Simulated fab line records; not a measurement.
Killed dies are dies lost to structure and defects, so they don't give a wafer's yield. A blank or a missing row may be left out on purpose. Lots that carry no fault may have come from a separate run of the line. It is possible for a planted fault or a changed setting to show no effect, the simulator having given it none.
The tool behind it: which one? -- flow sky130 -- Sampling: 11 lots, 33 wafers, 6 of 708 route steps

WHAT THE GAUGES READ, wafer by wafer
SKY_VT_ADJUST_HVTP_OVL_MEAS_08. Usual: VT_ADJUST_HVTP_OVL -0.3 nm, standard deviation 1.3.
lot,measured,on,VT_ADJUST_HVTP_OVL (nm),flag
L930,day 6 09:36,overlay-01,0.5 0.4 0.4,
L931,day 6 10:35,overlay-02,-0.8 -0.8 0.4,
L936,day 7 15:17,overlay-01,-1.2 -1.5 -3.4,
L938,day 8 04:23,overlay-01,-0.3 -0.8 -1.5,
L939,day 8 08:50,overlay-02,0.7 2.2 2.2,
L946,day 10 09:50,overlay-01,-0.4 -0.4 -0.7,
L947,day 10 11:03,overlay-02,1.3 2.1 0.7,
L948,day 10 20:32,overlay-02,-1.5 0.7 -1.5,
L949,day 10 23:38,overlay-01,-1.1 -0.8 -0.2,
L950,day 11 03:39,overlay-02,0.6 0.5 0.1,
L953,day 12 18:35,overlay-01,0.1 1.0 1.0,

SKY_VT_ADJUST_HVTR_CD_MEAS_07: target cd 380 nm. Usual: cdNm 380.5 nm, standard deviation 2.3.
lot,measured,on,cdNm (nm),flag
L930,day 9 16:07,cdSem-02,383.1 382.6 382.0,
L931,day 9 17:26,cdSem-02,380.1 383.1 381.8,
L936,day 11 02:01,cdSem-02,381.3 381.9 384.2,
L938,day 11 15:38,cdSem-01,- - -,OFF
L939,day 11 21:09,cdSem-01,379.4 379.6 381.7,
L946,day 14 06:37,cdSem-02,377.5 378.1 380.0,
L947,day 14 10:02,cdSem-02,381.5 381.3 381.1,
L948,day 14 18:46,cdSem-01,377.6 379.2 379.6,
L949,day 15 01:07,cdSem-01,378.8 375.1 377.7,
L950,day 15 06:04,cdSem-01,379.5 379.5 380.3,
L953,day 17 03:48,cdSem-02,377.5 378.9 379.8,

SKY_VT_ADJUST_HVTR_TW_MEAS_11. Usual: VT_ADJUST_HVTR_TW 212.2, standard deviation 1.5.
lot,measured,on,VT_ADJUST_HVTR_TW,flag
L930,day 9 16:31,filmMetro-04,213.5 211.2 212.8,
L931,day 9 17:50,filmMetro-01,211.0 210.2 211.1,
L936,day 11 02:25,filmMetro-02,214.0 213.4 214.1,
L938,day 11 16:01,filmMetro-02,30.2 30.0 30.2 30.2 30.3 30.2,OFF
L939,day 11 21:32,filmMetro-04,211.9 212.2 211.8,
L946,day 14 07:00,filmMetro-02,213.2 213.5 213.0,
L947,day 14 10:25,filmMetro-02,213.2 214.1 214.8,
L948,day 14 19:10,filmMetro-01,210.0 210.4 210.7,
L949,day 15 01:31,filmMetro-01,208.2 209.9 210.0,
L950,day 15 06:28,filmMetro-02,214.4 213.5 213.8,
L953,day 17 04:37,filmMetro-02,213.0 213.5 213.7,

WHICH TOOL RAN EACH LOT (tool, then ch and the chambers of the sampled wafers, then the start)
lot,SKY_NWELL_RTA_28,SKY_VT_ADJUST_HVTR_EXPOSE_04,SKY_VT_ADJUST_HVTR_STRIP_10
L930,"rtpAnneal-01 ch 0, day 5 14:25","ilineStepper-01 ch 0, day 9 05:49","plasmaAsher-01 ch 0,1, day 9 16:25"
L931,"rtpAnneal-02 ch 0, day 5 16:22","ilineStepper-02 ch 0, day 9 07:32","plasmaAsher-02 ch 0,1, day 9 17:44"
L936,"rtpAnneal-01 ch 0, day 6 19:37","ilineStepper-02 ch 0, day 10 15:04","plasmaAsher-01 ch 0,1, day 11 02:19"
L938,"rtpAnneal-02 ch 0, day 7 08:22","ilineStepper-01 ch 0, day 11 05:10","plasmaAsher-01 ch 0,1, day 11 15:55"
L939,"rtpAnneal-01 ch 0, day 7 13:35","ilineStepper-02 ch 0, day 11 10:10","plasmaAsher-03 ch 0,1, day 11 21:26"
L946,"rtpAnneal-02 ch 0, day 9 12:26","ilineStepper-01 ch 0, day 13 17:31","plasmaAsher-03 ch 0,1, day 14 06:54"
L947,"rtpAnneal-02 ch 0, day 9 13:43","ilineStepper-02 ch 0, day 13 21:28","plasmaAsher-01 ch 0,1, day 14 10:19"
L948,"rtpAnneal-01 ch 0, day 9 23:02","ilineStepper-01 ch 0, day 14 07:00","plasmaAsher-01 ch 0,1, day 14 19:04"
L949,"rtpAnneal-01 ch 0, day 10 01:43","ilineStepper-01 ch 0, day 14 11:37","plasmaAsher-02 ch 0,1, day 15 01:25"
L950,"rtpAnneal-01 ch 0, day 10 06:00","ilineStepper-01 ch 0, day 14 16:59","plasmaAsher-03 ch 0,1, day 15 06:22"
L953,"rtpAnneal-02 ch 0, day 11 19:56","ilineStepper-01 ch 0, day 16 14:13","plasmaAsher-02 ch 0,1, day 17 04:32"
- SKY_NWELL_RTA_28: time 30 s.
- SKY_VT_ADJUST_HVTR_EXPOSE_04: exposes mask HVTRM, target cd 380 nm.
- SKY_VT_ADJUST_HVTR_STRIP_10: strips in O2/N2.

AS READ BY THE TOOLS THEMSELVES (means over the sampled wafers that have a number; for cases with no such wafer, the mark the record gives instead)
SKY_NWELL_RTA_28. Usual: lampPowerPct 25.31 %, standard deviation 0.053; wafer_temp_C_max 1054.9, standard deviation 0.95.
lot,tool,lampPowerPct (%),wafer_temp_C_max,flag
L930,rtpAnneal-01,25.32,1055.7,
L931,rtpAnneal-02,25.33,1055.2,
L936,rtpAnneal-01,25.31,1054.2,
L938,rtpAnneal-02,25.33,1054.4,
L939,rtpAnneal-01,25.31,1054.6,
L946,rtpAnneal-02,25.26,1055.3,
L947,rtpAnneal-02,25.30,1055.8,
L948,rtpAnneal-01,25.32,1054.6,
L949,rtpAnneal-01,25.31,1054.5,
L950,rtpAnneal-01,25.30,1054.7,
L953,rtpAnneal-02,25.31,1054.9,

SKY_VT_ADJUST_HVTR_STRIP_10. Usual: drypumpMotorCurrentA 5.5 A, standard deviation 0.47; oesProductAu 0.716 a.u., standard deviation 0.0049; stripTimeToEndpointS 14.17 s, standard deviation 0.039.
lot,tool,drypumpMotorCurrentA (A),oesProductAu (a.u.),stripTimeToEndpointS (s),flag
L930,plasmaAsher-01,5.9,0.717,14.17,
L931,plasmaAsher-02,5.7,0.714,14.16,
L936,plasmaAsher-01,5.9,0.713,14.17,
L938,plasmaAsher-01,5.8,0.712,14.25,
L939,plasmaAsher-03,4.9,0.717,14.21,
L946,plasmaAsher-03,4.9,0.716,14.16,
L947,plasmaAsher-01,5.9,0.719,14.20,
L948,plasmaAsher-01,5.9,0.714,14.18,
L949,plasmaAsher-02,5.9,0.717,14.18,
L950,plasmaAsher-03,4.9,0.714,14.15,
L953,plasmaAsher-02,5.9,0.716,14.15,

THE ANSWER, worked out from the rows above alone
Rule: a lot is off if the mean of its wafers that have a number lies more than 3 standard deviations from the usual mean. A lot without any number at a reading at which 4 lots or more have one is off too. Where the step has rows for the other lots, those lots are counted as sound. First the gauges in route order, then the tools' own readings, where a lot's mean is used as printed above. The first step at which some lot is off is used, and at that step the reading that is off furthest; a lot without a number counts as furthest.
Off at SKY_VT_ADJUST_HVTR_CD_MEAS_07 (cdNm): L938. Without a number there: L938.
A tool fits if, at a process step before that reading, it ran every lot that is off, and no sound lot after the first of them. Not tried: the gauges at SKY_VT_ADJUST_HVTR_CD_MEAS_07; whatever is off there is also off at SKY_VT_ADJUST_HVTR_TW_MEAS_11, on other tools, and gauge error can't account for it. Of those tried, none fits.

WHAT WAS PUT IN BY THE SIMULATOR
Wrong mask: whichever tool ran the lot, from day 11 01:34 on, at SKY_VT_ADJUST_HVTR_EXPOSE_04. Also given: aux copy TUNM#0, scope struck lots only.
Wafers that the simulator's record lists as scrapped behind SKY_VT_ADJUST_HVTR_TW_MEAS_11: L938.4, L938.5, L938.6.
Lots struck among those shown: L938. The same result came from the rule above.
